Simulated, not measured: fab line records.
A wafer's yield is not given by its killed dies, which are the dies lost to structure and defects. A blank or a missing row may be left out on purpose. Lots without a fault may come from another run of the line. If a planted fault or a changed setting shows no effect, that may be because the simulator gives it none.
fab line records :: flow sky130 :: part 2 of 2: steps 28 to 36 of 36
record:
  lots: 5
  wafers: 15
  lastDay: 49
route steps=708 shown LOCAL_INTERCONNECT@397 CONTACT@406
lots with no fault: from the same line, run without faults
startH: start of the lot's first displayed wafer, in hours after the record's first day :: waitH: hours from the lot's prior step to this one :: " same as the row above :: L1.1+2: one row covering several wafers at once :: - no value, or no start given :: * or withheld: withheld :: < > ~ a bound
route shown NAME@n: NAME is a module with steps in the file, n the number in the route of the first one :: usual: the fault-free wafers' mean and standard deviation :: same: alike in all rows :: chamber/n: place in a boat :: sites: per-site readings :: _std_site: the values' standard deviation :: _edge_site: the outer-site mean with the inner-site mean subtracted :: radiusMm: for every site, how far away it sits from the centre of the wafer :: mask NAME#n: copy n :: behind: the tool/chamber that last shaped the wafer :: hold: why the lot went on hold/how many hours it stayed there/how the hold came to an end :: device: the transistor (n, p or np) that didn't switch :: end of line: the tests these same wafers got at the end of their route :: a step given without rows: its recipe and nothing more :: killed: the dies lost at the first sort to structure and to defects; this is not the yield of the wafer :: map: the dies of a wafer, with x for killed, . for not killed, _ for no die there
set.NAME: the run value of the setting; set.NAME@STEP: its run value at that earlier step :: model.NAME: the simulator's own value behind a step, which no gauge read
lots at some steps of the route; a table a step, a row a wafer
services: when a tool's chamber went out of use (startH, in hours from the record's first day, below 0 if earlier), for how many hours, and the reason
== steps ==
step: SKY_CONTACT_ETCH_18
recipe:
  target: Si3N4
  chemistry: CHF3/O2
  stopOn: TiN
  sourceW: 600
  biasW: 200
  pressureMtorr: 40
  chf3FlowSccm: 50
  O2_flow_sccm: 5
  timeS: 39
  targetDepthA: 750
usual:
  drypumpMotorCurrentA: 6.0/0.36
  oesProductAu: 0.856/0.0081
  rfFwdPowerW: 594.0/2.7
  throttleValvePct: 8.794/0.0099
same:
  timeS: 39
lot.wafer: L074.1
tool: rieDiel-03
chamber: 3
startH: -
waitH: -
drypumpMotorCurrentA: 6.2
oesProductAu: 0.848
rfFwdPowerW: 595.3
rfHoursCounterH: 3
throttleValvePct: 8.784

lot.wafer: L074.4
tool: rieDiel-03
chamber: 1
startH: -
waitH: -
drypumpMotorCurrentA: 6.0
oesProductAu: 0.860
rfFwdPowerW: 595.4
rfHoursCounterH: 10
throttleValvePct: 8.806

lot.wafer: L074.5
tool: rieDiel-03
chamber: 0
startH: -
waitH: -
drypumpMotorCurrentA: 5.5
oesProductAu: 0.857
rfFwdPowerW: 598.4
rfHoursCounterH: -
throttleValvePct: 8.803

lot.wafer: L078.1
tool: rieDiel-01
chamber: 0
startH: -
waitH: -
drypumpMotorCurrentA: 6.0
oesProductAu: 0.843
rfFwdPowerW: 594.9
rfHoursCounterH: 13
throttleValvePct: 8.806

lot.wafer: L078.2
tool: rieDiel-01
chamber: 1
startH: -
waitH: -
drypumpMotorCurrentA: 6.6
oesProductAu: 0.847
rfFwdPowerW: 597.2
rfHoursCounterH: 8
throttleValvePct: 8.801

lot.wafer: L078.3
tool: rieDiel-01
chamber: 3
startH: -
waitH: -
drypumpMotorCurrentA: 5.8
oesProductAu: 0.836
rfFwdPowerW: 598.0
rfHoursCounterH: 10
throttleValvePct: 8.796

lot.wafer: L084.1
tool: rieDiel-04
chamber: 0
startH: -
waitH: -
drypumpMotorCurrentA: 6.6
oesProductAu: 0.863
rfFwdPowerW: 592.0
rfHoursCounterH: 18
throttleValvePct: 8.797

lot.wafer: L084.4
tool: rieDiel-04
chamber: 3
startH: -
waitH: -
drypumpMotorCurrentA: 5.9
oesProductAu: 0.853
rfFwdPowerW: 589.2
rfHoursCounterH: 16
throttleValvePct: 8.794

lot.wafer: L084.6
tool: rieDiel-04
chamber: 3
startH: -
waitH: -
drypumpMotorCurrentA: 5.9
oesProductAu: 0.862
rfFwdPowerW: 588.2
rfHoursCounterH: -
throttleValvePct: 8.780

lot.wafer: L086.1
tool: rieDiel-01
chamber: 2
startH: -
waitH: -
drypumpMotorCurrentA: 6.5
oesProductAu: 0.854
rfFwdPowerW: 591.9
rfHoursCounterH: 24
throttleValvePct: 8.798

lot.wafer: L086.3
tool: rieDiel-01
chamber: 3
startH: -
waitH: -
drypumpMotorCurrentA: 5.8
oesProductAu: 0.851
rfFwdPowerW: 599.3
rfHoursCounterH: 13
throttleValvePct: 8.793

lot.wafer: L086.4
tool: rieDiel-01
chamber: 1
startH: -
waitH: -
drypumpMotorCurrentA: 6.6
oesProductAu: 0.860
rfFwdPowerW: 598.3
rfHoursCounterH: 10
throttleValvePct: 8.798

lot.wafer: L094.1
tool: rieDiel-03
chamber: 1
startH: -
waitH: -
drypumpMotorCurrentA: 6.0
oesProductAu: 0.853
rfFwdPowerW: 591.9
rfHoursCounterH: 15
throttleValvePct: 8.784

lot.wafer: L094.2
tool: rieDiel-03
chamber: 2
startH: -
waitH: -
drypumpMotorCurrentA: 5.8
oesProductAu: 0.834
rfFwdPowerW: 590.2
rfHoursCounterH: 11
throttleValvePct: 8.782

lot.wafer: L094.5
tool: rieDiel-03
chamber: 1
startH: -
waitH: -
drypumpMotorCurrentA: 6.0
oesProductAu: 0.863
rfFwdPowerW: 591.2
rfHoursCounterH: -
throttleValvePct: 8.789
step: SKY_CONTACT_STRIP_19
recipe:
  chemistry: O2/N2
  powerW: 1400
  pressureMtorr: 1500
  platenTempC: withheld
  o2FlowSccm: 3000
  n2FlowSccm: 300
  overashFraction: 0.5
usual:
  drypumpMotorCurrentA: 5.8/0.34
  oesProductAu: 0.381/0.0052
  stripTimeToEndpointS: 3.618/0.03
lot.wafer: L074.1
tool: plasmaAsher-04
chamber: 1
startH: 751.04
waitH: -
drypumpMotorCurrentA: 6.3
oesProductAu: 0.380
rfHoursCounterH: 93
stripTimeToEndpointS: 3.636

lot.wafer: L074.4
tool: plasmaAsher-04
chamber: 0
startH: 751.04
waitH: -
drypumpMotorCurrentA: 5.7
oesProductAu: 0.376
rfHoursCounterH: -
stripTimeToEndpointS: 3.655

lot.wafer: L074.5
tool: plasmaAsher-04
chamber: 0
startH: 751.04
waitH: -
drypumpMotorCurrentA: 5.7
oesProductAu: 0.386
rfHoursCounterH: -
stripTimeToEndpointS: 3.676

lot.wafer: L078.1
tool: plasmaAsher-01
chamber: 0
startH: 780.04
waitH: -
drypumpMotorCurrentA: 5.5
oesProductAu: 0.386
rfHoursCounterH: 38
stripTimeToEndpointS: 3.632

lot.wafer: L078.2
tool: plasmaAsher-01
chamber: 1
startH: 780.04
waitH: -
drypumpMotorCurrentA: 5.4
oesProductAu: 0.388
rfHoursCounterH: 38
stripTimeToEndpointS: 3.594

lot.wafer: L078.3
tool: plasmaAsher-01
chamber: 1
startH: 780.04
waitH: -
drypumpMotorCurrentA: 5.4
oesProductAu: 0.380
rfHoursCounterH: -
stripTimeToEndpointS: 3.575

lot.wafer: L084.1
tool: plasmaAsher-04
chamber: 1
startH: 837.69
waitH: -
drypumpMotorCurrentA: 6.3
oesProductAu: 0.384
rfHoursCounterH: 102
stripTimeToEndpointS: 3.604

lot.wafer: L084.4
tool: plasmaAsher-04
chamber: 1
startH: 837.69
waitH: -
drypumpMotorCurrentA: 6.3
oesProductAu: 0.382
rfHoursCounterH: -
stripTimeToEndpointS: 3.622

lot.wafer: L084.6
tool: plasmaAsher-04
chamber: 1
startH: 837.69
waitH: -
drypumpMotorCurrentA: 6.3
oesProductAu: 0.388
rfHoursCounterH: -
stripTimeToEndpointS: 3.604

lot.wafer: L086.1
tool: plasmaAsher-01
chamber: 1
startH: 839.47
waitH: -
drypumpMotorCurrentA: 5.4
oesProductAu: 0.385
rfHoursCounterH: 44
stripTimeToEndpointS: 3.642

lot.wafer: L086.3
tool: plasmaAsher-01
chamber: 1
startH: 839.47
waitH: -
drypumpMotorCurrentA: 5.4
oesProductAu: 0.380
rfHoursCounterH: -
stripTimeToEndpointS: 3.608

lot.wafer: L086.4
tool: plasmaAsher-01
chamber: 0
startH: 839.47
waitH: -
drypumpMotorCurrentA: 5.5
oesProductAu: 0.380
rfHoursCounterH: -
stripTimeToEndpointS: 3.592

lot.wafer: L094.1
tool: plasmaAsher-04
chamber: 1
startH: 888.70
waitH: -
drypumpMotorCurrentA: 6.3
oesProductAu: 0.379
rfHoursCounterH: 107
stripTimeToEndpointS: 3.653

lot.wafer: L094.2
tool: plasmaAsher-04
chamber: 0
startH: 888.70
waitH: -
drypumpMotorCurrentA: 5.8
oesProductAu: 0.379
rfHoursCounterH: 107
stripTimeToEndpointS: 3.646

lot.wafer: L094.5
tool: plasmaAsher-04
chamber: 1
startH: 888.70
waitH: -
drypumpMotorCurrentA: 6.4
oesProductAu: 0.376
rfHoursCounterH: -
stripTimeToEndpointS: 3.663
step: SKY_CONTACT_STRIP_20
recipe:
  chemistry: postEtchResidueRemover
  timeS: 1200
  tempC: 72.5
usual:
  tempC: 72.51/0.14
same:
  timeS: 1200
lot.wafer: L074.1
tool: wetBench-04
chamber: 1
startH: 751.14
waitH: 0.1
tempC: 72.45

lot.wafer: L074.4
tool: wetBench-04
chamber: 1
startH: 751.14
waitH: 0.1
tempC: 72.35

lot.wafer: L074.5
tool: wetBench-04
chamber: 1
startH: 751.14
waitH: 0.1
tempC: 72.37

lot.wafer: L078.1
tool: wetBench-03
chamber: 0
startH: 780.14
waitH: 0.1
tempC: 72.46

lot.wafer: L078.2
tool: wetBench-03
chamber: 0
startH: 780.14
waitH: 0.1
tempC: 72.41

lot.wafer: L078.3
tool: wetBench-03
chamber: 0
startH: 780.14
waitH: 0.1
tempC: 72.31

lot.wafer: L084.1
tool: wetBench-02
chamber: 3
startH: 837.80
waitH: 0.1
tempC: 72.42

lot.wafer: L084.4
tool: wetBench-02
chamber: 3
startH: 837.80
waitH: 0.1
tempC: 72.55

lot.wafer: L084.6
tool: wetBench-02
chamber: 3
startH: 837.80
waitH: 0.1
tempC: 72.43

lot.wafer: L086.1
tool: wetBench-02
chamber: 1
startH: 839.57
waitH: 0.1
tempC: 72.51

lot.wafer: L086.3
tool: wetBench-02
chamber: 1
startH: 839.57
waitH: 0.1
tempC: 72.44

lot.wafer: L086.4
tool: wetBench-02
chamber: 1
startH: 839.57
waitH: 0.1
tempC: 72.63

lot.wafer: L094.1
tool: wetBench-02
chamber: 2
startH: 888.80
waitH: 0.1
tempC: 72.76

lot.wafer: L094.2
tool: wetBench-02
chamber: 2
startH: 888.80
waitH: 0.1
tempC: 72.77

lot.wafer: L094.5
tool: wetBench-02
chamber: 2
startH: 888.80
waitH: 0.1
tempC: 72.70
step: SKY_CONTACT_CLEAN_21
recipe:
  chemistry: IPA
  timeS: 180
  tempC: 25
usual:
  tempC: 24.98/0.11
same:
  timeS: 180
lot.wafer: L074.1
tool: wetBench-04
chamber: 1
startH: 751.48
waitH: 0.0
tempC: 25.12

lot.wafer: L074.4
tool: wetBench-04
chamber: 1
startH: 751.48
waitH: 0.0
tempC: 24.94

lot.wafer: L074.5
tool: wetBench-04
chamber: 1
startH: 751.48
waitH: 0.0
tempC: 25.05

lot.wafer: L078.1
tool: wetBench-03
chamber: 2
startH: 780.48
waitH: 0.0
tempC: 25.02

lot.wafer: L078.2
tool: wetBench-03
chamber: 2
startH: 780.48
waitH: 0.0
tempC: 25.07

lot.wafer: L078.3
tool: wetBench-03
chamber: 2
startH: 780.48
waitH: 0.0
tempC: 25.01

lot.wafer: L084.1
tool: wetBench-03
chamber: 0
startH: 838.14
waitH: 0.0
tempC: 25.01

lot.wafer: L084.4
tool: wetBench-03
chamber: 0
startH: 838.14
waitH: 0.0
tempC: 25.10

lot.wafer: L084.6
tool: wetBench-03
chamber: 0
startH: 838.14
waitH: 0.0
tempC: 25.01

lot.wafer: L086.1
tool: wetBench-02
chamber: 3
startH: 839.91
waitH: 0.0
tempC: 25.08

lot.wafer: L086.3
tool: wetBench-02
chamber: 3
startH: 839.91
waitH: 0.0
tempC: 25.06

lot.wafer: L086.4
tool: wetBench-02
chamber: 3
startH: 839.91
waitH: 0.0
tempC: 25.08

lot.wafer: L094.1
tool: wetBench-04
chamber: 1
startH: 889.21
waitH: 0.0
tempC: 25.00

lot.wafer: L094.2
tool: wetBench-04
chamber: 1
startH: 889.21
waitH: 0.0
tempC: 24.99

lot.wafer: L094.5
tool: wetBench-04
chamber: 1
startH: 889.21
waitH: 0.0
tempC: 25.02
step: SKY_CONTACT_CLEAN_22
recipe:
  chemistry: O3/DIW
  dry: n2Spin
lot.wafer: L074.1+4+5
tool: wetBench-04
chamber: 2
startH: 751.54
waitH: 0.0

lot.wafer: L078.1+2+3
tool: wetBench-04
chamber: 0
startH: 780.54
waitH: 0.0

lot.wafer: L084.1+4+6
tool: wetBench-02
chamber: 3
startH: 838.20
waitH: 0.0

lot.wafer: L086.1+3+4
tool: wetBench-02
chamber: 2
startH: 839.97
waitH: 0.0

lot.wafer: L094.1+2+5
tool: wetBench-02
chamber: 0
startH: 889.26
waitH: 0.0
step: SKY_CONTACT_SPUTTER_23
recipe:
  material: TiN
  targetThkNm: 20
  chamberPressurePa: 5
  powerW: 4000
  timeS: 80
usual:
  throttleValvePct: 29.3/0.95
same:
  timeS: 80
lot.wafer: L074.1
tool: pvdSputter-03
chamber: -
startH: 751.63
waitH: 0.0
throttleValvePct: 29.6

lot.wafer: L074.4
tool: pvdSputter-03
chamber: -
startH: 751.63
waitH: 0.0
throttleValvePct: 29.4

lot.wafer: L074.5
tool: pvdSputter-03
chamber: -
startH: 751.63
waitH: 0.0
throttleValvePct: 29.2

lot.wafer: L078.1
tool: pvdSputter-03
chamber: -
startH: 780.64
waitH: 0.0
throttleValvePct: 29.4

lot.wafer: L078.2
tool: pvdSputter-03
chamber: -
startH: 780.64
waitH: 0.0
throttleValvePct: 29.7

lot.wafer: L078.3
tool: pvdSputter-03
chamber: -
startH: 780.64
waitH: 0.0
throttleValvePct: 27.1

lot.wafer: L084.1
tool: pvdSputter-01
chamber: -
startH: 838.29
waitH: 0.0
throttleValvePct: 29.5

lot.wafer: L084.4
tool: pvdSputter-01
chamber: -
startH: 838.29
waitH: 0.0
throttleValvePct: 28.6

lot.wafer: L084.6
tool: pvdSputter-01
chamber: -
startH: 838.29
waitH: 0.0
throttleValvePct: 30.8

lot.wafer: L086.1
tool: pvdSputter-02
chamber: -
startH: 840.06
waitH: 0.0
throttleValvePct: 28.6

lot.wafer: L086.3
tool: pvdSputter-02
chamber: -
startH: 840.06
waitH: 0.0
throttleValvePct: 29.7

lot.wafer: L086.4
tool: pvdSputter-02
chamber: -
startH: 840.06
waitH: 0.0
throttleValvePct: 29.7

lot.wafer: L094.1
tool: pvdSputter-01
chamber: -
startH: 889.37
waitH: 0.0
throttleValvePct: 29.2

lot.wafer: L094.2
tool: pvdSputter-01
chamber: -
startH: 889.37
waitH: 0.0
throttleValvePct: 28.8

lot.wafer: L094.5
tool: pvdSputter-01
chamber: -
startH: 889.37
waitH: 0.0
throttleValvePct: 29.1
step: SKY_CONTACT_CVD_24
recipe:
  material: W
  targetThkNm: 340
  timeS: 102.12
  tempC: 400
  pressureTorr: 40
usual:
  chamberPressureTorr: 40.00/0.081
  heaterPowerW: 802/60
same:
  timeS: 102.12
lot.wafer: L074.1
tool: cvdW-02
chamber: 1
startH: 751.69
waitH: 0.0
chamberPressureTorr: 40.08
heaterPowerW: 874
sinceWetCleanH: 348

lot.wafer: L074.4
tool: cvdW-02
chamber: 1
startH: 751.69
waitH: 0.0
chamberPressureTorr: 40.01
heaterPowerW: 865
sinceWetCleanH: -

lot.wafer: L074.5
tool: cvdW-02
chamber: 0
startH: 751.69
waitH: 0.0
chamberPressureTorr: 39.93
heaterPowerW: 803
sinceWetCleanH: -

lot.wafer: L078.1
tool: cvdW-02
chamber: 0
startH: 780.70
waitH: 0.0
chamberPressureTorr: 39.99
heaterPowerW: 806
sinceWetCleanH: 377

lot.wafer: L078.2
tool: cvdW-02
chamber: 1
startH: 780.70
waitH: 0.0
chamberPressureTorr: 39.92
heaterPowerW: 876
sinceWetCleanH: 377

lot.wafer: L078.3
tool: cvdW-02
chamber: 0
startH: 780.70
waitH: 0.0
chamberPressureTorr: 40.02
heaterPowerW: 819
sinceWetCleanH: -

lot.wafer: L084.1
tool: cvdW-02
chamber: 0
startH: 838.35
waitH: 0.0
chamberPressureTorr: 39.85
heaterPowerW: 793
sinceWetCleanH: 434

lot.wafer: L084.4
tool: cvdW-02
chamber: 0
startH: 838.35
waitH: 0.0
chamberPressureTorr: 39.90
heaterPowerW: 813
sinceWetCleanH: -

lot.wafer: L084.6
tool: cvdW-02
chamber: 0
startH: 838.35
waitH: 0.0
chamberPressureTorr: 39.86
heaterPowerW: 812
sinceWetCleanH: -

lot.wafer: L086.1
tool: cvdW-02
chamber: 1
startH: 840.12
waitH: 0.0
chamberPressureTorr: 40.06
heaterPowerW: 863
sinceWetCleanH: 436

lot.wafer: L086.3
tool: cvdW-02
chamber: 1
startH: 840.12
waitH: 0.0
chamberPressureTorr: 40.06
heaterPowerW: 866
sinceWetCleanH: -

lot.wafer: L086.4
tool: cvdW-02
chamber: 0
startH: 840.12
waitH: 0.0
chamberPressureTorr: 40.05
heaterPowerW: 796
sinceWetCleanH: -

lot.wafer: L094.1
tool: cvdW-02
chamber: 0
startH: 889.43
waitH: 0.0
chamberPressureTorr: 39.86
heaterPowerW: 796
sinceWetCleanH: 485

lot.wafer: L094.2
tool: cvdW-02
chamber: 1
startH: 889.43
waitH: 0.0
chamberPressureTorr: 39.97
heaterPowerW: 905
sinceWetCleanH: 485

lot.wafer: L094.5
tool: cvdW-02
chamber: 0
startH: 889.43
waitH: 0.0
chamberPressureTorr: 39.99
heaterPowerW: 820
sinceWetCleanH: -
step: SKY_CONTACT_RS_MEAS_25
recipe:
  thkMeasGauge: four-point-probe
  reads: W_of_CONTACT_CVD_24+TiN_of_CONTACT_SPUTTER_23
usual:
  CONTACT_W_RS: 0.343/0.004
lot.wafer: L074.1
tool: filmMetro-02
chamber: -
startH: 751.80
waitH: 0.1
CONTACT_W_RS[ohm/sq]: 0.346

lot.wafer: L074.4
tool: filmMetro-02
chamber: -
startH: 751.80
waitH: 0.1
CONTACT_W_RS[ohm/sq]: 0.347

lot.wafer: L074.5
tool: filmMetro-02
chamber: -
startH: 751.80
waitH: 0.1
CONTACT_W_RS[ohm/sq]: 0.342

lot.wafer: L078.1
tool: filmMetro-01
chamber: -
startH: 780.81
waitH: 0.1
CONTACT_W_RS[ohm/sq]: 0.349

lot.wafer: L078.2
tool: filmMetro-01
chamber: -
startH: 780.81
waitH: 0.1
CONTACT_W_RS[ohm/sq]: 0.347

lot.wafer: L078.3
tool: filmMetro-01
chamber: -
startH: 780.81
waitH: 0.1
CONTACT_W_RS[ohm/sq]: 0.341

lot.wafer: L084.1
tool: filmMetro-02
chamber: -
startH: 838.46
waitH: 0.1
CONTACT_W_RS[ohm/sq]: 0.342

lot.wafer: L084.4
tool: filmMetro-02
chamber: -
startH: 838.46
waitH: 0.1
CONTACT_W_RS[ohm/sq]: 0.347

lot.wafer: L084.6
tool: filmMetro-02
chamber: -
startH: 838.46
waitH: 0.1
CONTACT_W_RS[ohm/sq]: 0.347

lot.wafer: L086.1
tool: filmMetro-01
chamber: -
startH: 840.23
waitH: 0.1
CONTACT_W_RS[ohm/sq]: 0.340

lot.wafer: L086.3
tool: filmMetro-01
chamber: -
startH: 840.23
waitH: 0.1
CONTACT_W_RS[ohm/sq]: 0.341

lot.wafer: L086.4
tool: filmMetro-01
chamber: -
startH: 840.23
waitH: 0.1
CONTACT_W_RS[ohm/sq]: 0.338

lot.wafer: L094.1
tool: filmMetro-04
chamber: -
startH: 889.54
waitH: 0.1
CONTACT_W_RS[ohm/sq]: 0.340

lot.wafer: L094.2
tool: filmMetro-04
chamber: -
startH: 889.54
waitH: 0.1
CONTACT_W_RS[ohm/sq]: 0.343

lot.wafer: L094.5
tool: filmMetro-04
chamber: -
startH: 889.54
waitH: 0.1
CONTACT_W_RS[ohm/sq]: 0.346
step: SKY_CONTACT_THK_MEAS_26
recipe:
  thkMeasGauge: xrf
  reads: W_of_CONTACT_CVD_24
usual:
  CONTACT_W_THK: 322/4.5
lot.wafer: L074.1
tool: filmMetro-02
chamber: -
startH: 751.92
waitH: 0.1
CONTACT_W_THK[nm]: 323

lot.wafer: L074.4
tool: filmMetro-02
chamber: -
startH: 751.92
waitH: 0.1
CONTACT_W_THK[nm]: 322

lot.wafer: L074.5
tool: filmMetro-02
chamber: -
startH: 751.92
waitH: 0.1
CONTACT_W_THK[nm]: 326

lot.wafer: L078.1
tool: filmMetro-01
chamber: -
startH: 780.93
waitH: 0.1
CONTACT_W_THK[nm]: 317

lot.wafer: L078.2
tool: filmMetro-01
chamber: -
startH: 780.93
waitH: 0.1
CONTACT_W_THK[nm]: 319

lot.wafer: L078.3
tool: filmMetro-01
chamber: -
startH: 780.93
waitH: 0.1
CONTACT_W_THK[nm]: 322

lot.wafer: L084.1
tool: filmMetro-02
chamber: -
startH: 838.58
waitH: 0.1
CONTACT_W_THK[nm]: 326

lot.wafer: L084.4
tool: filmMetro-02
chamber: -
startH: 838.58
waitH: 0.1
CONTACT_W_THK[nm]: 325

lot.wafer: L084.6
tool: filmMetro-02
chamber: -
startH: 838.58
waitH: 0.1
CONTACT_W_THK[nm]: 321

lot.wafer: L086.1
tool: filmMetro-01
chamber: -
startH: 840.35
waitH: 0.1
CONTACT_W_THK[nm]: 322

lot.wafer: L086.3
tool: filmMetro-01
chamber: -
startH: 840.35
waitH: 0.1
CONTACT_W_THK[nm]: 323

lot.wafer: L086.4
tool: filmMetro-01
chamber: -
startH: 840.35
waitH: 0.1
CONTACT_W_THK[nm]: 326

lot.wafer: L094.1
tool: filmMetro-04
chamber: -
startH: 889.66
waitH: 0.1
CONTACT_W_THK[nm]: 324

lot.wafer: L094.2
tool: filmMetro-04
chamber: -
startH: 889.66
waitH: 0.1
CONTACT_W_THK[nm]: 322

lot.wafer: L094.5
tool: filmMetro-04
chamber: -
startH: 889.66
waitH: 0.1
CONTACT_W_THK[nm]: 318
== services ==
tool: krfScanner-02
chamber: -
startH: 699.72
hours: 0.5
kind: repair

tool: krfScanner-02
chamber: -
startH: 703.05
hours: 0.8
kind: pm

tool: rieDiel-01
chamber: 2
startH: 733.81
hours: 9.6
kind: repair

tool: cmp-01
chamber: -
startH: 740.25
hours: 1.4
kind: repair

tool: cmp-01
chamber: -
startH: 744.00
hours: 4.0
kind: pm

tool: hdpcvd-02
chamber: -
startH: 745.62
hours: 2.8
kind: pm

tool: rieDiel-04
chamber: 3
startH: 747.32
hours: 3.8
kind: repair

tool: rieMetal-02
chamber: 0
startH: 751.79
hours: 1.2
kind: repair

tool: cmp-01
chamber: -
startH: 762.19
hours: 0.5
kind: repair

tool: rieDiel-03
chamber: -
startH: 768.23
hours: 0.1
kind: repair

tool: krfScanner-02
chamber: -
startH: 774.40
hours: 1.0
kind: pm

tool: wetBench-03
chamber: -
startH: 782.87
hours: 1.5
kind: repair

tool: hdpcvd-02
chamber: 1
startH: 783.68
hours: 10.3
kind: repair

tool: rieMetal-03
chamber: -
startH: 803.73
hours: 15.6
kind: pm

tool: hdpcvd-02
chamber: 1
startH: 807.07
hours: 9.0
kind: repair

tool: rieDiel-03
chamber: -
startH: 807.88
hours: 2.8
kind: pm

tool: rieDiel-01
chamber: 2
startH: 819.21
hours: 2.2
kind: repair

tool: cvdW-02
chamber: -
startH: 819.51
hours: 2.8
kind: pm

tool: wetBench-04
chamber: -
startH: 824.02
hours: 30.9
kind: pm

tool: rieMetal-02
chamber: -
startH: 838.41
hours: 1.1
kind: repair

tool: rieDiel-01
chamber: 3
startH: 843.97
hours: 12.0
kind: repair

tool: rieDiel-01
chamber: -
startH: 852.38
hours: 14.6
kind: pm

tool: rieDiel-03
chamber: 2
startH: 852.70
hours: 1.9
kind: repair

tool: cvdW-02
chamber: 0
startH: 855.61
hours: 1.2
kind: repair
